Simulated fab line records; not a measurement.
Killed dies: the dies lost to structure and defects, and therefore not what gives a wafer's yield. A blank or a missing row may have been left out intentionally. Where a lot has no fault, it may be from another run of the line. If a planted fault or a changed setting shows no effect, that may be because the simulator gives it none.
fab line records	flow sfq-line
[record] lots = 13	wafers = 39	last-day = 91
route steps=325 shown M1@68 JJ@182 R5@225 I5@236
lots that met no fault: taken from a fault-free run of the same line
start-h: hours from the record's opening day to when the first of the lot's shown wafers began	wait-h: hours from the lot's prior step to this one	" as in the row above	L1.1+2: a single row standing in for several wafers	- no value present, or no start provided	* or withheld: withheld	< > ~ a bound
route shown NAME@n: a module of which the file shows steps, and the number in the route of the first	usual: mean and standard deviation over wafers with no fault	same: alike in all rows	chamber/n: place in a boat	sites: each site's reading	_std_site: the values' standard deviation	_edge_site: mean of outer sites minus mean of inner sites	radius-mm: how far each site lies from the wafer's centre	mask NAME#n: copy n	behind: the most recent tool/chamber to have shaped the wafer	hold: reason for holding the lot/hours on hold/outcome of the hold	device: transistor that didn't switch, given as n, p or np	end of line: the tests these same wafers got at the end of their route	a step given without rows: its recipe and nothing more	killed: the dies lost at the first sort to structure and to defects; this is not the yield of the wafer	map: a wafer's dies, marking killed ones x, the rest . and places with no die _
set.NAME: the setting that was run; set.NAME@STEP: the one run at that earlier step	model.NAME: the simulator's own value behind a step, which no gauge read
one table for each step of the route and one row for each wafer, over a sample of lots
services: from which hour (start-h, from the record's first day; less than 0 if before it) a tool's chamber was out of use, for how many hours, and why
[[steps]]
[step SFQ_M1_OVL_MEAS_911]
[usual] M1_OVL = -2/5.8
lot.wafer	tool	chamber	start-h	wait-h	M1_OVL[nm]
L161.1	overlay-01	-	522.98	0.1	2
L161.4	"	-	"	"	-1
L161.6	"	-	"	"	-1
L164.3	overlay-01	-	561.39	0.1	-5
L164.5	"	-	"	"	-8
L164.6	"	-	"	"	-7
L165.1	overlay-02	-	567.38	0.1	14
L165.2	"	-	"	"	8
L165.3	"	-	"	"	10
L166.1	overlay-01	-	589.81	0.1	-3
L166.3	"	-	"	"	-3
L166.6	"	-	"	"	1
L168.3	overlay-01	-	610.79	0.1	-4
L168.5	"	-	"	"	-5
L168.6	"	-	"	"	-3
L169.4	overlay-01	-	614.40	0.1	-10
L169.5	"	-	"	"	-15
L169.6	"	-	"	"	-12
L170.3	overlay-02	-	623.99	0.1	-5
L170.4	"	-	"	"	-6
L170.5	"	-	"	"	-5
L172.3	overlay-01	-	635.99	0.1	-6
L172.4	"	-	"	"	-5
L172.6	"	-	"	"	-3
L173.2	overlay-01	-	640.78	0.1	3
L173.3	"	-	"	"	7
L173.4	"	-	"	"	2
L174.1	overlay-02	-	641.98	0.1	-7
L174.5	"	-	"	"	-7
L174.6	"	-	"	"	0
L178.4	overlay-01	-	706.58	0.1	0
L178.5	"	-	"	"	-7
L178.6	"	-	"	"	-12
L182.2	overlay-02	-	741.37	0.1	3
L182.4	"	-	"	"	-2
L182.5	"	-	"	"	1
L183.2	overlay-02	-	757.01	0.1	-6
L183.4	"	-	"	"	-1
L183.5	"	-	"	"	4
[step SFQ_TRILAYER_JJ_TRILAYER_DEP_SPUTTER_112]
[recipe] material = Nb	base-pressure-pa = 1.33e-06	chamber-pressure-pa = 0.1333	substrate-temp-c = 20	target-thk-nm = 170	power-w = 2000	time-s = 113.3
[usual] throttle-valve-pct = 29.9/0.81
lot.wafer	tool	chamber	start-h	wait-h	throttle-valve-pct
L161.1	pvd-sputter-03	-	1264.37	0.5	29.4
L161.4	"	-	"	"	31.3
L161.6	"	-	"	"	31.7
L164.3	pvd-sputter-03	-	1289.37	0.5	32.1
L164.5	"	-	"	"	29.3
L164.6	"	-	"	"	29.9
L165.1	pvd-sputter-06	-	1290.57	0.5	30.3
L165.2	"	-	"	"	28.9
L165.3	"	-	"	"	30.0
L166.1	pvd-sputter-05	-	1356.34	0.5	28.9
L166.3	"	-	"	"	30.1
L166.6	"	-	"	"	29.6
L168.3	pvd-sputter-03	-	1481.16	0.5	31.4
L168.5	"	-	"	"	30.0
L168.6	"	-	"	"	29.3
L169.4	pvd-sputter-05	-	1482.53	0.5	29.2
L169.5	"	-	"	"	29.1
L169.6	"	-	"	"	29.8
L170.3	pvd-sputter-05	-	1490.58	0.5	29.3
L170.4	"	-	"	"	29.2
L170.5	"	-	"	"	29.4
L172.3	pvd-sputter-06	-	1509.96	0.5	30.2
L172.4	"	-	"	"	30.3
L172.6	"	-	"	"	30.4
L173.2	pvd-sputter-03	-	1513.56	0.5	29.0
L173.3	"	-	"	"	29.6
L173.4	"	-	"	"	31.7
L174.1	pvd-sputter-06	-	1519.47	0.5	30.0
L174.5	"	-	"	"	30.5
L174.6	"	-	"	"	28.9
L178.4	pvd-sputter-03	-	1571.71	0.5	31.8
L178.5	"	-	"	"	29.1
L178.6	"	-	"	"	30.0
L182.2	pvd-sputter-05	-	1607.70	0.5	29.1
L182.4	"	-	"	"	29.2
L182.5	"	-	"	"	29.1
L183.2	pvd-sputter-06	-	1610.10	0.5	30.4
L183.4	"	-	"	"	30.3
L183.5	"	-	"	"	30.5
[step SFQ_JJ_RS_MEAS_929]
[recipe] thk-meas-gauge = four-point-probe	reads = Nb_of_TRILAYER_JJ_TRILAYER_DEP_SPUTTER_112
[usual] JJ_NB_RS = 1.050/0.012
lot.wafer	tool	chamber	start-h	wait-h	JJ_NB_RS[ohm/sq]
L161.1	film-metro-03	-	1264.45	0.0	1.034
L161.4	"	-	"	"	1.033
L161.6	"	-	"	"	1.029
L164.3	film-metro-03	-	1289.49	0.1	1.028
L164.5	"	-	"	"	1.041
L164.6	"	-	"	"	1.040
L165.1	film-metro-03	-	1290.65	0.0	1.054
L165.2	"	-	"	"	1.053
L165.3	"	-	"	"	1.048
L166.1	film-metro-02	-	1356.41	0.0	1.063
L166.3	"	-	"	"	1.048
L166.6	"	-	"	"	1.051
L168.3	film-metro-01	-	1481.28	0.1	1.042
L168.5	"	-	"	"	1.043
L168.6	"	-	"	"	1.052
L169.4	film-metro-02	-	1482.67	0.1	1.052
L169.5	"	-	"	"	1.058
L169.6	"	-	"	"	1.057
L170.3	film-metro-01	-	1490.70	0.1	1.049
L170.4	"	-	"	"	1.063
L170.5	"	-	"	"	1.059
L172.3	film-metro-01	-	1510.08	0.1	1.067
L172.4	"	-	"	"	1.063
L172.6	"	-	"	"	1.073
L173.2	film-metro-02	-	1513.66	0.1	1.066
L173.3	"	-	"	"	1.058
L173.4	"	-	"	"	1.062
L174.1	film-metro-02	-	1519.54	0.0	1.045
L174.5	"	-	"	"	1.044
L174.6	"	-	"	"	0.719
L178.4	film-metro-01	-	1571.85	0.1	1.039
L178.5	"	-	"	"	1.039
L178.6	"	-	"	"	1.032
L182.2	film-metro-01	-	1607.80	0.1	1.053
L182.4	"	-	"	"	1.043
L182.5	"	-	"	"	1.051
L183.2	film-metro-02	-	1610.20	0.1	1.057
L183.4	"	-	"	"	1.071
L183.5	"	-	"	"	1.059
[step SFQ_TRILAYER_R5_ETCH_METAL_ETCH_139]
[recipe] stop-on = SiO2	mask-material = PR	chemistry = Cl2	target-depth-nm = 60	icp-w = 600	bias-w = 80	pressure-mtorr = 10	time-s = 40
[usual] drypump-motor-current-A = 6.1/0.49	oes-product-au = 0.990/0.0053
lot.wafer	tool	chamber	start-h	wait-h	drypump-motor-current-A	oes-product-au	rf-hours-counter-h
L161.1	rie-metal-03	1	1638.11	0.0	6.1	0.987	64
L161.4	"	1	"	"	6.0	0.990	-
L161.6	"	0	"	"	6.4	0.987	-
L164.3	rie-metal-04	0	1679.96	0.0	6.4	0.997	-
L164.5	"	1	"	"	6.6	0.992	-
L164.6	"	0	"	"	6.5	0.992	-
L165.1	rie-metal-03	1	1684.74	0.0	6.0	0.985	73
L165.2	"	0	"	"	6.3	0.990	81
L165.3	"	0	"	"	6.4	0.995	-
L166.1	rie-metal-01	0	1711.14	0.0	5.4	0.985	34
L166.3	"	1	"	"	5.6	0.989	-
L166.6	"	0	"	"	5.4	0.982	-
L168.3	rie-metal-04	1	1716.18	0.0	6.6	0.998	-
L168.5	"	1	"	"	6.6	1.002	-
L168.6	"	0	"	"	6.5	0.991	-
L169.4	rie-metal-01	1	1717.38	0.0	5.6	0.993	-
L169.5	"	0	"	"	5.3	0.990	-
L169.6	"	1	"	"	5.6	0.980	-
L170.3	rie-metal-01	0	1719.78	0.0	5.4	0.985	-
L170.4	"	1	"	"	5.6	0.983	-
L170.5	"	0	"	"	5.4	0.982	-
L172.3	rie-metal-01	0	1722.18	0.0	5.4	0.983	-
L172.4	"	1	"	"	5.6	0.986	-
L172.6	"	0	"	"	5.4	0.982	-
L173.2	rie-metal-03	1	1723.36	0.0	6.1	0.991	78
L173.3	"	1	"	"	6.1	0.988	-
L173.4	"	0	"	"	6.3	0.993	-
L174.1	rie-metal-04	0	1724.56	0.0	6.4	0.990	35
L174.5	"	1	"	"	6.6	0.991	-
L174.6	"	0	"	"	6.5	0.992	-
L178.4	rie-metal-04	0	1771.38	0.0	6.4	1.005	-
L178.5	"	1	"	"	6.7	0.992	-
L178.6	"	0	"	"	6.4	0.990	-
L182.2	rie-metal-04	0	1780.96	0.0	6.4	0.988	43
L182.4	"	1	"	"	6.6	0.987	-
L182.5	"	1	"	"	6.7	0.990	-
L183.2	rie-metal-01	0	1782.16	0.0	5.4	0.991	44
L183.4	"	1	"	"	5.6	0.981	-
L183.5	"	1	"	"	5.6	0.989	-
[step SFQ_TRILAYER_I5_BARC_OPEN_VIA_ETCH_200]
[recipe] mask-material = PR	chemistry = O2	target-depth-nm = 125	target = BARC	source-w = 500	bias-w = 80	pressure-mtorr = 30	time-s = 41.7
[usual] drypump-motor-current-A = 5.6/0.4	oes-product-au = 0.685/0.0045
lot.wafer	tool	chamber	start-h	wait-h	drypump-motor-current-A	oes-product-au	rf-hours-counter-h
L161.1	rie-diel-03	3	1651.50	0.0	5.7	0.690	10
L161.4	"	2	"	"	4.7	0.686	1
L161.6	"	1	"	"	5.6	0.685	-
L164.3	rie-diel-01	1	1683.32	0.0	5.4	0.684	13
L164.5	"	2	"	"	5.5	0.690	-
L164.6	"	1	"	"	5.4	0.689	-
L165.1	rie-diel-04	2	1688.12	0.0	5.5	0.686	16
L165.2	"	1	"	"	6.2	0.684	20
L165.3	"	0	"	"	5.4	0.684	10
L166.1	rie-diel-01	2	1717.18	0.0	5.5	0.687	13
L166.3	"	0	"	"	6.2	0.684	4
L166.6	"	0	"	"	6.2	0.693	-
L168.3	rie-diel-04	1	1719.58	0.0	6.2	0.688	20
L168.5	"	1	"	"	6.2	0.682	-
L168.6	"	0	"	"	5.5	0.688	-
L169.4	rie-diel-01	0	1720.78	0.0	6.2	0.688	4
L169.5	"	1	"	"	5.4	0.692	-
L169.6	"	2	"	"	5.5	0.696	-
L170.3	rie-diel-03	2	1726.00	0.0	4.7	0.686	2
L170.4	"	0	"	"	5.6	0.693	19
L170.5	"	3	"	"	5.8	0.679	-
L172.3	rie-diel-01	0	1729.60	0.0	6.3	0.682	5
L172.4	"	1	"	"	5.4	0.685	14
L172.6	"	0	"	"	6.2	0.690	-
L173.2	rie-diel-03	2	1730.80	0.0	4.7	0.676	2
L173.3	"	1	"	"	5.6	0.687	11
L173.4	"	0	"	"	5.5	0.685	19
L174.1	rie-diel-04	2	1732.00	0.0	5.5	0.681	16
L174.5	"	2	"	"	5.5	0.692	-
L174.6	"	3	"	"	5.9	0.684	-
L178.4	rie-diel-01	0	1774.65	0.0	6.3	0.679	-
L178.5	"	2	"	"	5.5	0.685	-
L178.6	"	3	"	"	5.4	0.690	-
L182.2	rie-diel-03	3	1784.56	0.0	5.7	0.680	11
L182.4	"	0	"	"	5.6	0.686	0
L182.5	"	0	"	"	5.6	0.686	-
L183.2	rie-diel-01	2	1785.76	0.0	5.5	0.682	14
L183.4	"	0	"	"	6.3	0.686	6
L183.5	"	2	"	"	5.5	0.683	-
[[services]]
tool	chamber	start-h	hours	kind
rie-metal-04	1	1242.20	11.4	repair
rie-diel-01	3	1301.94	5.6	repair
rie-diel-01	2	1304.11	3.7	repair
rie-diel-01	1	1306.57	17.2	repair
pvd-sputter-03	-	1323.34	8.8	repair
pvd-sputter-03	-	1327.12	3.1	repair
rie-metal-01	-	1347.60	2.8	pm
rie-metal-04	-	1431.61	0.4	repair
pvd-sputter-03	-	1508.86	3.2	repair
rie-diel-01	-	1552.69	2.8	pm
rie-metal-01	1	1554.49	14.8	repair
rie-metal-04	0	1560.95	10.2	repair
pvd-sputter-03	-	1566.02	1.8	repair
pvd-sputter-03	-	1613.15	5.4	repair
rie-diel-01	0	1671.36	8.2	repair
rie-diel-01	0	1694.55	10.4	repair
rie-metal-01	-	1702.78	0.2	repair
pvd-sputter-03	-	1714.90	8.0	repair
rie-diel-01	2	1723.51	4.4	repair
rie-diel-01	2	1747.34	10.9	repair
pvd-sputter-03	-	1767.51	4.6	repair
pvd-sputter-03	-	1771.27	0.5	repair
rie-diel-01	1	1774.38	4.6	repair
pvd-sputter-03	-	1776.58	1.9	repair
[[key]]
[first-sign] step = SFQ_JJ_RS_MEAS_929	reading = JJ_NB_RS	direction = down	sigmas = 27	usual = 1.050	struck = 0.719
effect none on later readings
met-at SFQ_TRILAYER_JJ_TRILAYER_DEP_SPUTTER_112
struck-lots L174
struck-wafers L174.6
not-acting-at SFQ_M1_OVL_MEAS_911,SFQ_TRILAYER_R5_ETCH_METAL_ETCH_139,SFQ_TRILAYER_I5_BARC_OPEN_VIA_ETCH_200
onset-between 1509.96 1519.47
[fault] kind = process-parameter-drift	tool = pvd-sputter-06	chamber = -	onset-h = 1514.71	steps = SFQ_TRILAYER_JJ_TRILAYER_DEP_SPUTTER_112	channel = time-s	offset = *	shape = step	end-h = 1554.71	scope = struck-wafers-only	acts-in = *	stated = *
